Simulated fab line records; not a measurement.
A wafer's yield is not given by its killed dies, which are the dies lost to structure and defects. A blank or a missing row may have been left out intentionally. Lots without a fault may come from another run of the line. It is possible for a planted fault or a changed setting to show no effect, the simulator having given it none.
Which tool was responsible? / flow gf180mcu / Sampling: 11 lots, 32 wafers, 5 of 602 route steps

WHAT THE GAUGES SHOWED, per wafer
GF_V3_BOW_MEAS_05.
lot=L177; measured=day 23 00:17; on=film metro-04; V3_BOW (um)=128 131 135
lot=L178; measured=day 23 13:40; on=film metro-04; V3_BOW (um)=106 115 120
lot=L179; measured=day 23 16:37; on=film metro-01; V3_BOW (um)=121 121 133
lot=L182; measured=day 24 22:38; on=film metro-01; V3_BOW (um)=118 115 131
lot=L184; measured=day 25 05:01; on=film metro-04; V3_BOW (um)=105 112 120
lot=L185; measured=day 25 16:53; on=film metro-02; V3_BOW (um)=105 111 124
lot=L186; measured=day 26 02:10; on=film metro-01; V3_BOW (um)=121 130 121
lot=L187; measured=day 26 06:36; on=film metro-04; V3_BOW (um)=101 108 121
lot=L190; measured=day 27 05:13; on=film metro-01; V3_BOW (um)=110 114 120 - - -
lot=L192; measured=day 27 19:13; on=film metro-04; V3_BOW (um)=120 120
lot=L195; measured=day 28 14:51; on=film metro-01; V3_BOW (um)=108 116 103

GF_M4_THK_MEAS_06: measures by xrf.
lot=L177; measured=day 24 00:08; on=film metro-03; M4_ALCU_THK (nm)=455 459 453
lot=L178; measured=day 24 13:46; on=film metro-01; M4_ALCU_THK (nm)=452 454 452
lot=L179; measured=day 24 16:31; on=film metro-03; M4_ALCU_THK (nm)=450 451 452
lot=L182; measured=day 25 22:29; on=film metro-01; M4_ALCU_THK (nm)=453 443 451
lot=L184; measured=day 26 03:36; on=film metro-01; M4_ALCU_THK (nm)=450 456 451
lot=L185; measured=day 26 15:37; on=film metro-04; M4_ALCU_THK (nm)=451 445 450
lot=L186; measured=day 27 00:47; on=film metro-04; M4_ALCU_THK (nm)=452 457 451
lot=L187; measured=day 27 04:54; on=film metro-01; M4_ALCU_THK (nm)=443 449 447
lot=L190; measured=day 28 03:01; on=film metro-01; M4_ALCU_THK (nm)=447 450 445
lot=L192; measured=day 28 16:13; on=film metro-04; M4_ALCU_THK (nm)=451 454
lot=L195; measured=day 29 12:16; on=film metro-01; M4_ALCU_THK (nm)=448 443 450

WHICH TOOL RAN EACH LOT (tool, then ch and the chambers of the sampled wafers, then the start)
lot=L177; GF_V3_CMP_04=cmp-01 ch 1,2, day 23 00:01; GF_V3_ETCH_17=rie diel-03 ch 1,2, day 23 23:06 or earlier; GF_V3_SPUTTER_21=pvd sputter-01, day 23 23:06
lot=L178; GF_V3_CMP_04=cmp-01 ch 0,2,3, day 23 13:15; GF_V3_ETCH_17=rie diel-04 ch 0,3, day 24 12:42 or earlier; GF_V3_SPUTTER_21=pvd sputter-01, day 24 12:42
lot=L179; GF_V3_CMP_04=cmp-01 ch 0,2,3, day 23 16:18; GF_V3_ETCH_17=rie diel-02 ch 1,3, day 24 15:28 or earlier; GF_V3_SPUTTER_21=pvd sputter-01, day 24 15:28
lot=L182; GF_V3_CMP_04=cmp-02 ch 1,2, day 24 22:21; GF_V3_ETCH_17=rie diel-04 ch 1,2,3, day 25 21:22 or earlier; GF_V3_SPUTTER_21=pvd sputter-02, day 25 21:22
lot=L184; GF_V3_CMP_04=cmp-02 ch 1,2,3, day 25 04:43; GF_V3_ETCH_17=rie diel-02 ch 1,2, day 26 02:33 or earlier; GF_V3_SPUTTER_21=pvd sputter-02, day 26 02:33
lot=L185; GF_V3_CMP_04=cmp-02 ch 0,1,2, day 25 16:40; GF_V3_ETCH_17=rie diel-04 ch 0,1,3, day 26 14:34 or earlier; GF_V3_SPUTTER_21=pvd sputter-01, day 26 14:34
lot=L186; GF_V3_CMP_04=cmp-01 ch 1,2,3, day 26 01:58; GF_V3_ETCH_17=rie diel-03 ch 1,2, day 26 23:23 or earlier; GF_V3_SPUTTER_21=pvd sputter-02, day 26 23:23
lot=L187; GF_V3_CMP_04=cmp-01 ch 0,1, day 26 06:16; GF_V3_ETCH_17=rie diel-04 ch 1,2, day 27 03:49 or earlier; GF_V3_SPUTTER_21=pvd sputter-03, day 27 03:49
lot=L190; GF_V3_CMP_04=cmp-01 ch 0,1, day 27 04:56; GF_V3_ETCH_17=rie diel-02 ch 1,2, day 28 01:59 or earlier; GF_V3_SPUTTER_21=pvd sputter-02, day 28 01:59
lot=L192; GF_V3_CMP_04=cmp-01 ch 2,3, day 27 18:58; GF_V3_ETCH_17=rie diel-04 ch 0,2, day 28 15:09 or earlier; GF_V3_SPUTTER_21=pvd sputter-01, day 28 15:09
lot=L195; GF_V3_CMP_04=cmp-02 ch 0,1,3, day 28 14:33; GF_V3_ETCH_17=rie diel-02 ch 0,1,3, day 29 11:14 or earlier; GF_V3_SPUTTER_21=pvd sputter-03, day 29 11:14
- GF_V3_CMP_04: polishes SiO2.
- GF_V3_ETCH_17: etches SiO2 in C4F8/O2/Ar, stops on TiN, target depth 635 nm.
- GF_V3_SPUTTER_21: material Ti, target thk 15 nm, time 80.02 s.

WHAT THE TOOLS THEMSELVES READ (means of the sampled wafers that have a number; where no wafer has one, the mark that the record gives instead)
GF_V3_CMP_04.
lot=L177; tool=cmp-01; motor current A (A)=12.1; slurry filter dp kPa (kPa)=13.34; time to endpoint s (s)=84
lot=L178; tool=cmp-01; motor current A (A)=12.6; slurry filter dp kPa (kPa)=13.41; time to endpoint s (s)=80
lot=L179; tool=cmp-01; motor current A (A)=12.5; slurry filter dp kPa (kPa)=13.47; time to endpoint s (s)=75
lot=L182; tool=cmp-02; motor current A (A)=14.4; slurry filter dp kPa (kPa)=13.57; time to endpoint s (s)=83
lot=L184; tool=cmp-02; motor current A (A)=13.1; slurry filter dp kPa (kPa)=13.40; time to endpoint s (s)=84
lot=L185; tool=cmp-02; motor current A (A)=13.9; slurry filter dp kPa (kPa)=13.36; time to endpoint s (s)=84
lot=L186; tool=cmp-01; motor current A (A)=11.5; slurry filter dp kPa (kPa)=13.56; time to endpoint s (s)=79
lot=L187; tool=cmp-01; motor current A (A)=12.1; slurry filter dp kPa (kPa)=13.49; time to endpoint s (s)=78
lot=L190; tool=cmp-01; motor current A (A)=13.2; slurry filter dp kPa (kPa)=13.44; time to endpoint s (s)=70
lot=L192; tool=cmp-01; motor current A (A)=11.9; slurry filter dp kPa (kPa)=13.53; time to endpoint s (s)=86
lot=L195; tool=cmp-02; motor current A (A)=13.5; slurry filter dp kPa (kPa)=13.58; time to endpoint s (s)=81

GF_V3_ETCH_17.
lot=L177; tool=rie diel-03; oes product au (a.u.)=0.856
lot=L178; tool=rie diel-04; oes product au (a.u.)=0.856
lot=L179; tool=rie diel-02; oes product au (a.u.)=0.856
lot=L182; tool=rie diel-04; oes product au (a.u.)=0.849
lot=L184; tool=rie diel-02; oes product au (a.u.)=0.853
lot=L185; tool=rie diel-04; oes product au (a.u.)=0.854
lot=L186; tool=rie diel-03; oes product au (a.u.)=0.857
lot=L187; tool=rie diel-04; oes product au (a.u.)=0.857
lot=L190; tool=rie diel-02; oes product au (a.u.)=0.873
lot=L192; tool=rie diel-04; oes product au (a.u.)=0.857
lot=L195; tool=rie diel-02; oes product au (a.u.)=0.854

GF_V3_SPUTTER_21.
lot=L177; tool=pvd sputter-01; throttle valve pct (%)=30.5
lot=L178; tool=pvd sputter-01; throttle valve pct (%)=29.9
lot=L179; tool=pvd sputter-01; throttle valve pct (%)=30.0
lot=L182; tool=pvd sputter-02; throttle valve pct (%)=30.1
lot=L184; tool=pvd sputter-02; throttle valve pct (%)=29.2
lot=L185; tool=pvd sputter-01; throttle valve pct (%)=29.8
lot=L186; tool=pvd sputter-02; throttle valve pct (%)=28.9
lot=L187; tool=pvd sputter-03; throttle valve pct (%)=29.3
lot=L190; tool=pvd sputter-02; throttle valve pct (%)=27.9
lot=L192; tool=pvd sputter-01; throttle valve pct (%)=29.6
lot=L195; tool=pvd sputter-03; throttle valve pct (%)=29.7

THE ANSWER, worked out from the rows above alone
Rule: usual is defined by the lots themselves. Put in order of their means at a reading, lots are off if they are a third of the lots or fewer, leave a main group of 4 or more, and stand apart from it by a gap of 3 or more times the standard deviation of the main group's means; of several such gaps the widest counts. A main group is skipped when, at the precision printed for the reading in the tables above, its means are all equal. Also off: a lot with no number at a reading for which 4 or more lots have one. Where the step has rows for the other lots, those lots are counted as sound. The gauges are gone through in route order, then the tools' own readings, and for those a lot's mean is taken as printed above. At the first step where some lot is off, the reading lying furthest off is the one used; lots without a number count as furthest.
Off, at GF_V3_ETCH_17 on oes product au: L190. The main group has a mean of 0.855 a.u. with a standard deviation of 0.0024.
A tool fits if, at that step or a process step before it, it ran every lot that is off, and no sound lot after the first of them. Because GF_V3_ETCH_17 lacks a start for some lots, the hours and order of its lots are taken from GF_V3_SPUTTER_21. Not one of the candidates tried fits.

WHAT THE SIMULATOR PUT IN
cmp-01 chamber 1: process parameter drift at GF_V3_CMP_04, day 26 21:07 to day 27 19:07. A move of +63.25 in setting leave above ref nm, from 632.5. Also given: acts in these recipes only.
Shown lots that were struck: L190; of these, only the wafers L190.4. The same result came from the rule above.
